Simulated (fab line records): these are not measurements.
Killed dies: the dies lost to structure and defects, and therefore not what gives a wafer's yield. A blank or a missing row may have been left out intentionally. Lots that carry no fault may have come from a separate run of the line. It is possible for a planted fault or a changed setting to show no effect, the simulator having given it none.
fab line records	flow sky130	part 1 of 2: steps 1 to 42 of 43
record: lots: 6	wafers: 18	last-day: 50
route steps=708 shown VIA2@525 METAL3@532 CAPM@537 PAD_OPEN@708
lots untouched by any fault: they come from a run of this same line in which no faults occurred
start-h: the number of hours between the record's first day and the start of the first shown wafer of the lot	wait-h: hours since the lot's step before	" same as the row above	L1.1+2: several wafers, shown together as one row	- either no value or no given start	* or withheld: withheld	< > ~ a bound
route shown NAME@n: NAME is a module with steps in the file, n the number in the route of the first one	usual: average and standard deviation across the fault-free wafers	same: alike in all rows	chamber/n: place in a boat	sites: readings site by site	_std_site: standard deviation of those values	_edge_site: the outer-site mean with the inner-site mean subtracted	radius-mm: for every site, how far away it sits from the centre of the wafer	mask NAME#n: copy n	behind: the last tool/chamber to shape the wafer	hold: the reason the lot was held/the length of the hold in hours/how it ended	device: which transistor (n, p or np) failed to switch	end of line: at the end of the route, the tests of the same wafers	for a step that has no rows: nothing shown but its recipe	killed: not the wafer's yield, but the dies lost to structure and defects at the first sort	map: a wafer's dies, x killed, . not, _ none there
set.NAME: the setting the step ran with; set.NAME@STEP: the setting that earlier step ran with	model.NAME: the simulator's own value behind a step, which no gauge read
lots at some steps of the route; a table a step, a row a wafer
services: from which hour (start-h, from the record's first day; less than 0 if before it) a tool's chamber was out of use, for how many hours, and why
== steps ==
step: SKY_VIA2_CLEAN_18
recipe: chemistry: IPA	time-s: 180	temp-c: 25
step: SKY_VIA2_CLEAN_19
recipe: chemistry: O3/DIW	dry: n2-spin
step: SKY_VIA2_SPUTTER_20
recipe: material: TiN	target-thk-nm: 20	chamber-pressure-pa: 5	power-w: 4000	time-s: 80
usual: throttle-valve-pct: 30.1/1.2
lot.wafer	tool	chamber	start-h	wait-h	throttle-valve-pct
L520.2	pvd-sputter-03	-	915.38	0.0	28.4
L520.3	"	-	"	"	31.4
L520.6	"	-	"	"	28.6
L521.4	pvd-sputter-03	-	918.08	0.0	28.6
L521.5	"	-	"	"	29.9
L521.6	"	-	"	"	28.5
L524.1	pvd-sputter-03	-	933.24	0.0	31.2
L524.3	"	-	"	"	31.0
L524.5	"	-	"	"	31.1
L532.2	pvd-sputter-04	-	984.43	0.0	28.8
L532.3	"	-	"	"	31.0
L532.5	"	-	"	"	31.0
L533.2	pvd-sputter-01	-	993.53	0.0	31.8
L533.3	"	-	"	"	29.8
L533.5	"	-	"	"	27.8
L535.1	pvd-sputter-01	-	1013.39	0.0	27.9
L535.3	"	-	"	"	31.8
L535.4	"	-	"	"	29.8
step: SKY_VIA2_CVD_21
recipe: material: W	target-thk-nm: 420	time-s: 126.4	temp-c: 400	pressure-torr: 40
usual: heater-power-w: 889/98
lot.wafer	tool	chamber	start-h	wait-h	heater-power-w
L520.2	cvd-w-02	1	915.44	0.0	878
L520.3	"	0	"	"	1028
L520.6	"	1	"	"	884
L521.4	cvd-w-01	0	918.19	0.1	891
L521.5	"	1	"	"	734
L521.6	"	0	"	"	881
L524.1	cvd-w-02	0	933.30	0.0	1021
L524.3	"	0	"	"	1017
L524.5	"	0	"	"	1033
L532.2	cvd-w-01	1	984.50	0.0	725
L532.3	"	0	"	"	845
L532.5	"	0	"	"	886
L533.2	cvd-w-02	0	993.59	0.0	1005
L533.3	"	0	"	"	1020
L533.5	"	0	"	"	1019
L535.1	cvd-w-01	1	1013.46	0.0	757
L535.3	"	1	"	"	770
L535.4	"	0	"	"	909
step: SKY_VIA2_RS_MEAS_22
recipe: thk-meas-gauge: four-point-probe	reads: W_of_VIA2_CVD_21+TiN_of_VIA2_SPUTTER_20
usual: VIA2_W_RS: 0.267/0.0049
lot.wafer	tool	chamber	start-h	wait-h	VIA2_W_RS[ohm/sq]
L520.2	film-metro-01	-	915.60	0.1	0.265
L520.3	"	-	"	"	0.274
L520.6	"	-	"	"	0.268
L521.4	film-metro-01	-	918.34	0.1	0.270
L521.5	"	-	"	"	0.263
L521.6	"	-	"	"	0.270
L524.1	film-metro-03	-	933.43	0.1	0.268
L524.3	"	-	"	"	0.265
L524.5	"	-	"	"	0.270
L532.2	film-metro-03	-	984.65	0.1	0.260
L532.3	"	-	"	"	0.269
L532.5	"	-	"	"	0.271
L533.2	film-metro-04	-	993.74	0.1	0.271
L533.3	"	-	"	"	0.272
L533.5	"	-	"	"	0.269
L535.1	film-metro-01	-	1013.59	0.1	0.263
L535.3	"	-	"	"	0.259
L535.4	"	-	"	"	0.275
step: SKY_VIA2_THK_MEAS_23
recipe: thk-meas-gauge: xrf	reads: W_of_VIA2_CVD_21
usual: VIA2_W_THK: 433/8.4
lot.wafer	tool	chamber	start-h	wait-h	VIA2_W_THK[nm]
L520.2	film-metro-01	-	915.71	0.1	436
L520.3	"	-	"	"	422
L520.6	"	-	"	"	431
L521.4	film-metro-01	-	918.43	0.1	428
L521.5	"	-	"	"	440
L521.6	"	-	"	"	429
L524.1	film-metro-03	-	933.55	0.1	437
L524.3	"	-	"	"	434
L524.5	"	-	"	"	427
L532.2	film-metro-03	-	984.76	0.1	444
L532.3	"	-	"	"	430
L532.5	"	-	"	"	430
L533.2	film-metro-04	-	993.85	0.1	427
L533.3	"	-	"	"	425
L533.5	"	-	"	"	433
L535.1	film-metro-01	-	1013.71	0.1	439
L535.3	"	-	"	"	443
L535.4	"	-	"	"	417
step: SKY_VIA2_CMP_24
recipe: stop-on: SiO2	t-overpolish-s: 20	down-force-psi: 3.5	platen-rpm: 60	target-thk-nm: 0	pad-velocity-m-s: 0.94248
usual: motor-current-A: 10.4/0.81	overpolish-run-s: 20.000/0.0091	time-to-endpoint-s: 102/5.7
lot.wafer	tool	chamber	start-h	wait-h	motor-current-A	overpolish-run-s	time-to-endpoint-s
L520.3	cmp-02	1	915.86	0.1	10.9	19.995	105
L520.2	"	2	"	"	9.5	19.993	107
L520.6	"	3	"	"	9.8	19.999	103
L521.4	cmp-02	2	918.46	0.0	9.1	19.987	100
L521.5	"	2	"	"	9.4	20.011	105
L521.6	"	3	"	"	10.2	20.013	105
L524.1	cmp-02	0	933.61	0.1	11.7	20.001	96
L524.3	"	2	"	"	9.2	20.012	105
L524.5	"	1	"	"	11.2	19.996	104
L532.2	cmp-01	1	984.81	0.0	11.0	20.001	104
L532.3	"	0	"	"	10.4	20.011	101
L532.5	"	1	"	"	10.2	20.025	102
L533.3	cmp-02	0	993.90	0.0	11.6	19.989	99
L533.2	"	1	"	"	10.6	20.011	113
L533.5	"	0	"	"	11.4	20.009	104
L535.4	cmp-02	1	1013.77	0.0	11.0	19.992	108
L535.3	"	3	"	"	9.6	20.001	111
L535.1	"	0	"	"	11.6	20.002	99
step: SKY_METAL3_SPUTTER_00
recipe: material: Ti	target-thk-nm: 15	power-w: 3000	time-s: 10	chamber-pressure-pa: 0.4
step: SKY_METAL3_SPUTTER_01
recipe: material: TiN	target-thk-nm: 20	power-w: 6500	time-s: 16.7	chamber-pressure-pa: 0.4
step: SKY_METAL3_SPUTTER_02
recipe: material: AlCu	target-thk-nm: 735	power-w: 10600	time-s: 39.1	chamber-pressure-pa: 0.4
step: SKY_METAL3_SPUTTER_03
recipe: material: Ti	target-thk-nm: 5	power-w: 3000	time-s: 3.3	chamber-pressure-pa: 0.4
step: SKY_METAL3_SPUTTER_04
recipe: material: TiN	target-thk-nm: 70	power-w: 6500	time-s: 58.3	chamber-pressure-pa: 0.4
step: SKY_CAPM_CVD_00
recipe: material: SiO2	target-thk-nm: 15.5	temp-c: 400	time-s: withheld	rf-w: 450
usual: heater-power-w: 732/110
lot.wafer	tool	chamber	start-h	wait-h	heater-power-w	model.SiO2_of_CAPM_CVD_00.thk-nm
L520.2	pecvd-03	1	916.21	0.0	850	15.17
L520.3	"	2	"	"	729	15.53
L520.6	"	0	"	"	704	15.97
L521.4	pecvd-03	0	918.92	0.0	697	16
L521.5	"	1	"	"	842	15.27
L521.6	"	2	"	"	871	15.68
L524.1	pecvd-01	2	934.07	0.0	859	15.44
L524.3	"	0	"	"	621	15.71
L524.5	"	1	"	"	635	15.53
L532.2	pecvd-03	0	985.26	0.0	763	19.24
L532.3	"	1	"	"	864	19.15
L532.5	"	0	"	"	747	19.47
L533.2	pecvd-03	0	994.36	0.0	800	19.69
L533.3	"	0	"	"	800	19.6
L533.5	"	0	"	"	797	19.68
L535.1	pecvd-01	1	1014.22	0.0	679	14.87
L535.3	"	1	"	"	694	15.23
L535.4	"	0	"	"	616	16.03
step: SKY_CAPM_THK_MEAS_01
recipe: reads: SiO2_of_CAPM_CVD_00
usual: CAPM_CVD_00_THK: 15.4/0.36
lot.wafer	tool	chamber	start-h	wait-h	hold	CAPM_CVD_00_THK[nm]
L520.2	film-metro-01	-	916.24	-	-	15.2
L520.3	"	-	"	"	-	15.5
L520.6	"	-	"	"	-	16.0
L521.4	film-metro-03	-	918.96	-	-	16.0
L521.5	"	-	"	"	-	15.3
L521.6	"	-	"	"	-	15.7
L524.1	film-metro-02	-	934.09	-	-	15.5
L524.3	"	-	"	"	-	15.7
L524.5	"	-	"	"	-	15.5
L532.2	film-metro-02	-	985.30	-	await-dispo/0.2h/release	19.3
L532.3	"	-	"	"	await-dispo/0.2h/release	19.2
L532.5	"	-	"	"	await-dispo/0.2h/release	19.5
L532.2	film-metro-02	-	985.53	0.2	-	19.2
L532.3	"	-	"	"	-	19.2
L532.5	"	-	"	"	-	19.5
L533.2	film-metro-02	-	994.43	-	await-dispo/0.2h/release	19.7
L533.3	"	-	"	"	await-dispo/0.2h/release	19.6
L533.5	"	-	"	"	await-dispo/0.2h/release	19.7
L533.2	film-metro-02	-	994.66	0.2	-	19.7
L533.3	"	-	"	"	-	19.6
L533.5	"	-	"	"	-	19.7
L535.1	film-metro-02	-	1014.25	-	-	14.9
L535.3	"	-	"	"	-	15.3
L535.4	"	-	"	"	-	16.0
step: SKY_CAPM_RS_MEAS_03
recipe: thk-meas-gauge: four-point-probe	reads: TiN_of_CAPM_SPUTTER_02
usual: CAPM_TIN_RS: 6.92/0.074
lot.wafer	tool	chamber	start-h	wait-h	CAPM_TIN_RS[ohm/sq]
L520.2	film-metro-03	-	916.42	0.1	7.02
L520.3	"	-	"	"	6.96
L520.6	"	-	"	"	6.84
L521.4	film-metro-02	-	919.16	0.1	6.86
L521.5	"	-	"	"	6.90
L521.6	"	-	"	"	6.90
L524.1	film-metro-01	-	934.26	0.1	6.81
L524.3	"	-	"	"	6.84
L524.5	"	-	"	"	6.84
L532.2	film-metro-03	-	987.37	0.1	6.91
L532.3	"	-	"	"	6.82
L532.5	"	-	"	"	6.92
L533.2	film-metro-01	-	998.35	0.1	6.91
L533.3	"	-	"	"	7.02
L533.5	"	-	"	"	6.90
L535.1	film-metro-01	-	1014.42	0.1	6.89
L535.3	"	-	"	"	6.77
L535.4	"	-	"	"	6.86
step: SKY_CAPM_THK_MEAS_04
recipe: thk-meas-gauge: xrf	reads: TiN_of_CAPM_SPUTTER_02
usual: CAPM_TIN_THK: 196.3/2
lot.wafer	tool	chamber	start-h	wait-h	CAPM_TIN_THK[nm]
L520.2	film-metro-03	-	916.53	0.1	193.7
L520.3	"	-	"	"	195.4
L520.6	"	-	"	"	198.2
L521.4	film-metro-02	-	919.25	0.1	199.1
L521.5	"	-	"	"	198.3
L521.6	"	-	"	"	197.9
L524.1	film-metro-01	-	934.38	0.1	198.5
L524.3	"	-	"	"	197.8
L524.5	"	-	"	"	197.8
L532.2	film-metro-03	-	987.60	0.2	195.3
L532.3	"	-	"	"	199.1
L532.5	"	-	"	"	197.1
L533.2	film-metro-01	-	998.46	0.1	196.1
L533.3	"	-	"	"	193.0
L533.5	"	-	"	"	196.3
L535.1	film-metro-01	-	1014.54	0.1	197.0
L535.3	"	-	"	"	201.5
L535.4	"	-	"	"	198.2
step: SKY_CAPM_DEHYDRATE_05
recipe: temp-c: 200	time-s: 60
step: SKY_CAPM_HMDS_06
recipe: prime-time-s: 60	prime-temp-c: 120
step: SKY_CAPM_COAT_07
recipe: resist: NOVOLAK	spin-rpm: 3000	resist-thk-nm: 1140
step: SKY_CAPM_SOFTBAKE_08
recipe: temp-c: 90	time-s: 60	resist: NOVOLAK
step: SKY_CAPM_EXPOSE_09
recipe: mask-id: CAPM	na: 0.6	source-shape: conventional	sigma-outer: 0.6	polarization: unpolarized	target-cd-nm: 1000	dose-mj: 159
step: SKY_CAPM_PEB_10
recipe: temp-c: withheld	time-s: *	resist: NOVOLAK
step: SKY_CAPM_DEVELOP_11
recipe: resist: NOVOLAK	developer: TMAH	develop-time-s: 60	dev-temp-c: 23
step: SKY_CAPM_OVL_MEAS_12
usual: CAPM_OVL: -0.6/1.5
lot.wafer	tool	chamber	start-h	wait-h	CAPM_OVL[nm]
L520.2	overlay-01	-	941.11	0.1	0.9
L520.3	"	-	"	"	1.2
L520.6	"	-	"	"	0.7
L521.4	overlay-02	-	943.92	0.1	-0.9
L521.5	"	-	"	"	-1.5
L521.6	"	-	"	"	-1.1
L524.1	overlay-02	-	958.33	0.1	-2.7
L524.3	"	-	"	"	-3.0
L524.5	"	-	"	"	-4.5
L532.2	overlay-02	-	1007.99	0.1	-0.6
L532.3	"	-	"	"	2.3
L532.5	"	-	"	"	1.3
L533.2	overlay-02	-	1018.25	0.1	1.3
L533.3	"	-	"	"	0.8
L533.5	"	-	"	"	-0.7
L535.1	overlay-01	-	1036.63	0.1	-1.2
L535.3	"	-	"	"	0.7
L535.4	"	-	"	"	-1.2
step: SKY_CAPM_METAL_ETCH_13
recipe: target-depth-nm: 220	stop-on: SiO2	chemistry: Cl2/BCl3	target: TiN	pressure-mtorr: 10	icp-w: 900	bias-w: 48.5	Cl2_flow_sccm: 60	bcl3-flow-sccm: 30	time-s: 62.9
usual: drypump-motor-current-A: 5.7/0.45	he-backside-leak-sccm: 3.31/0.3	oes-product-au: 0.941/0.0071	throttle-valve-pct: 21.902/0.0099
lot.wafer	tool	chamber	start-h	wait-h	drypump-motor-current-A	he-backside-leak-sccm	oes-product-au	rf-hours-counter-h	throttle-valve-pct
L520.2	rie-metal-02	1	941.14	0.0	5.8	2.90	0.930	15	21.899
L520.3	"	0	"	"	5.6	3.35	0.939	-	21.916
L520.6	"	1	"	"	5.8	3.12	0.944	-	21.900
L521.4	rie-metal-01	1	943.97	0.0	6.0	3.63	0.948	-	21.892
L521.5	"	1	"	"	6.0	3.44	0.946	-	21.887
L521.6	"	0	"	"	4.9	3.39	0.946	-	21.913
L524.1	rie-metal-03	1	958.37	0.0	6.3	3.22	0.951	6	21.902
L524.3	"	1	"	"	6.3	3.10	0.948	-	21.884
L524.5	"	1	"	"	6.3	3.08	0.940	-	21.875
L532.2	rie-metal-02	1	1008.02	0.0	5.8	3.09	0.937	18	21.931
L532.3	"	1	"	"	5.8	3.12	0.953	-	21.900
L532.5	"	1	"	"	5.8	3.17	0.942	-	21.926
L533.2	rie-metal-01	0	1018.30	0.0	4.9	3.33	0.940	-	21.894
L533.3	"	0	"	"	4.9	3.28	0.934	-	21.905
L533.5	"	0	"	"	4.9	3.37	0.947	-	21.909
L535.1	rie-metal-03	1	1036.67	0.0	6.3	2.85	0.946	11	21.894
L535.3	"	0	"	"	5.7	3.22	0.955	-	21.876
L535.4	"	1	"	"	6.3	3.10	0.949	-	21.911
step: SKY_CAPM_STRIP_14
recipe: chemistry: O2/N2	power-w: 1400	pressure-mtorr: 1500	platen-temp-c: withheld	o2-flow-sccm: 3000	n2-flow-sccm: 300	overash-fraction: 0.5
usual: drypump-motor-current-A: 5.80/0.28	o2-flow-sccm: 2999/9	oes-product-au: 0.711/0.0043	strip-time-to-endpoint-s: 12.66/0.047
lot.wafer	tool	chamber	start-h	wait-h	drypump-motor-current-A	o2-flow-sccm	oes-product-au	rf-hours-counter-h	strip-time-to-endpoint-s
L520.2	plasma-asher-01	0	941.22	0.1	6.21	3010	0.708	51	12.66
L520.3	"	1	"	"	5.89	3012	0.708	-	12.61
L520.6	"	1	"	"	5.87	3014	0.718	-	12.67
L521.4	plasma-asher-03	0	944.05	0.1	5.50	2996	0.709	-	12.60
L521.5	"	0	"	"	5.48	2995	0.714	-	12.62
L521.6	"	1	"	"	5.58	2995	0.714	-	12.63
L524.1	plasma-asher-02	0	958.45	0.1	6.01	3005	0.715	118	12.68
L524.3	"	0	"	"	6.00	2996	0.706	-	12.71
L524.5	"	1	"	"	5.70	2995	0.711	-	12.68
L532.2	plasma-asher-02	1	1008.10	0.1	5.72	3011	0.714	122	12.74
L532.3	"	0	"	"	6.00	3014	0.708	-	12.74
L532.5	"	1	"	"	5.71	3000	0.708	-	12.71
L533.2	plasma-asher-01	0	1018.43	0.1	6.25	2999	0.711	57	12.61
L533.3	"	0	"	"	6.24	2991	0.713	-	12.64
L533.5	"	1	"	"	5.88	2995	0.718	-	12.64
L535.1	plasma-asher-01	1	1036.75	0.1	5.88	2989	0.715	59	12.63
L535.3	"	1	"	"	5.93	3005	0.703	-	12.64
L535.4	"	0	"	"	6.24	2988	0.711	-	12.63
step: SKY_CAPM_STRIP_15
recipe: chemistry: post-etch-residue-remover	time-s: 1200	temp-c: 72.5
step: SKY_CAPM_CLEAN_16
recipe: chemistry: IPA	time-s: 180	temp-c: 25
step: SKY_CAPM_CLEAN_17
recipe: chemistry: O3/DIW	dry: n2-spin
step: SKY_METAL3_DEHYDRATE_05
recipe: temp-c: 200	time-s: 60
step: SKY_METAL3_HMDS_06
recipe: prime-time-s: 60	prime-temp-c: 120
step: SKY_METAL3_COAT_07
recipe: resist: BARC	temp-c: withheld	time-s: withheld	spin-rpm: 3000	resist-thk-nm: 60
step: SKY_METAL3_COAT_08
recipe: resist: KrF-thick	spin-rpm: 3000	resist-thk-nm: 1140
step: SKY_METAL3_SOFTBAKE_09
recipe: temp-c: 100	time-s: 90	resist: KrF-thick
step: SKY_METAL3_EXPOSE_10
recipe: mask-id: MM3	na: 0.68	source-shape: annular	sigma-inner: 0.4	sigma-outer: 0.8	target-cd-nm: 300	dose-mj: 28
step: SKY_METAL3_PEB_11
recipe: peb-temp-c: withheld	peb-time-s: withheld	resist: KrF-thick
step: SKY_METAL3_DEVELOP_12
recipe: develop-time-s: 60	resist: KrF-thick	dev-temp-c: 20.01
step: SKY_METAL3_CD_MEAS_13
recipe: target-cd-nm: 300
usual: cd-nm: 299.9/1.3
lot.wafer	tool	chamber	start-h	wait-h	cd-nm
L520.2	cd-sem-02	-	965.85	-	299.9
L520.3	"	-	"	"	300.2
L520.6	"	-	"	"	300.7
L521.4	cd-sem-01	-	969.19	-	301.0
L521.5	"	-	"	"	302.2
L521.6	"	-	"	"	298.7
L524.1	cd-sem-01	-	983.23	-	298.5
L524.3	"	-	"	"	299.7
L524.5	"	-	"	"	299.0
L532.2	cd-sem-01	-	1031.25	-	299.2
L532.3	"	-	"	"	299.6
L532.5	"	-	"	"	299.6
L533.2	cd-sem-01	-	1041.35	-	297.3
L533.3	"	-	"	"	297.9
L533.5	"	-	"	"	296.7
L535.1	cd-sem-01	-	1058.44	-	301.5
L535.3	"	-	"	"	300.3
L535.4	"	-	"	"	300.4
step: SKY_METAL3_OVL_MEAS_14
usual: METAL3_OVL: 3/5.8
lot.wafer	tool	chamber	start-h	wait-h	METAL3_OVL[nm]
L520.2	overlay-01	-	965.96	0.1	9
L520.3	"	-	"	"	7
L520.6	"	-	"	"	3
L521.4	overlay-02	-	969.27	0.1	5
L521.5	"	-	"	"	-1
L521.6	"	-	"	"	3
L524.1	overlay-02	-	983.35	0.1	2
L524.3	"	-	"	"	8
L524.5	"	-	"	"	0
L532.2	overlay-02	-	1031.36	0.1	7
L532.3	"	-	"	"	6
L532.5	"	-	"	"	6
L533.2	overlay-02	-	1041.46	0.1	-6
L533.3	"	-	"	"	-11
L533.5	"	-	"	"	-4
L535.1	overlay-02	-	1058.56	0.1	-1
L535.3	"	-	"	"	4
L535.4	"	-	"	"	-10
step: SKY_METAL3_DESCUM_15
recipe: chemistry: O2	source-power-w: 150	bias-power-w: 0	pressure-mtorr: 10	temp-c: 40	time-s: 8
step: SKY_METAL3_ETCH_16
recipe: chemistry: N2/H2	target: BARC	ion-energy-ev: 200	bias-w: 100	pressure-mtorr: 30	n2-flow-sccm: 100	h2-flow-sccm: 200	icp-w: 500	stop-on: SiO2	time-s: 88.2	target-depth-a: 600
step: SKY_METAL3_ETCH_17
recipe: target: SiO2	stop-on: TiN	chemistry: C4F8/O2/Ar	source-w: 1527	bias-w: 1200	pressure-mtorr: 40	c4f8-flow-sccm: withheld	O2_flow_sccm: 6	Ar_flow_sccm: 300	time-s: 3.9	target-depth-a: 150
usual: oes-product-au: 0.752/0.0095
lot.wafer	tool	chamber	start-h	wait-h	oes-product-au	rf-hours-counter-h
L520.2	rie-diel-01	0	966.12	0.1	0.742	5
L520.3	"	3	"	"	0.762	14
L520.6	"	1	"	"	0.767	-
L521.4	rie-diel-02	2	969.43	0.0	0.767	-
L521.5	"	0	"	"	0.747	-
L521.6	"	3	"	"	0.757	-
L524.1	rie-diel-02	2	983.65	0.2	0.748	18
L524.3	"	3	"	"	0.763	7
L524.5	"	0	"	"	0.757	-
L532.2	rie-diel-03	2	1031.52	0.1	0.841	13
L532.3	"	1	"	"	0.847	6
L532.5	"	2	"	"	0.848	-
L533.2	rie-diel-03	3	1041.62	0.1	0.858	10
L533.3	"	0	"	"	0.858	27
L533.5	"	3	"	"	0.854	-
L535.1	rie-diel-02	2	1058.73	0.1	0.747	21
L535.3	"	2	"	"	0.748	-
L535.4	"	0	"	"	0.762	-
== key ==
first-sign: step: SKY_CAPM_THK_MEAS_01	reading: visit	direction: added
effect: step: SKY_CAPM_THK_MEAS_01	reading: CAPM_CVD_00_THK	direction: up	sigmas: 11	usual: 15.4	struck: 19.5
effect: step: SKY_METAL3_ETCH_17	reading: oes-product-au	direction: up	sigmas: 10	usual: 0.752	struck: 0.851
model-effect: step: SKY_CAPM_CVD_00	value: SiO2_of_CAPM_CVD_00.thk-nm	without: 15.64	struck: 19.47
model-effect: step: SKY_PAD_OPEN_PROBE_99	value: etest.tester.sort-n-pass	without: 398.7	struck: 373.8
met-at SKY_CAPM_CVD_00
struck-wafers L532.2,L532.3,L532.5,L533.2,L533.3,L533.5
onset-between 918.92 985.26
fault: kind: process-parameter-drift	tool: pecvd-03	chamber: -	onset-h: 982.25	steps: SKY_CAPM_CVD_00	channel: time-s	offset: withheld	shape: step	end-h: 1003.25	acts-in: *
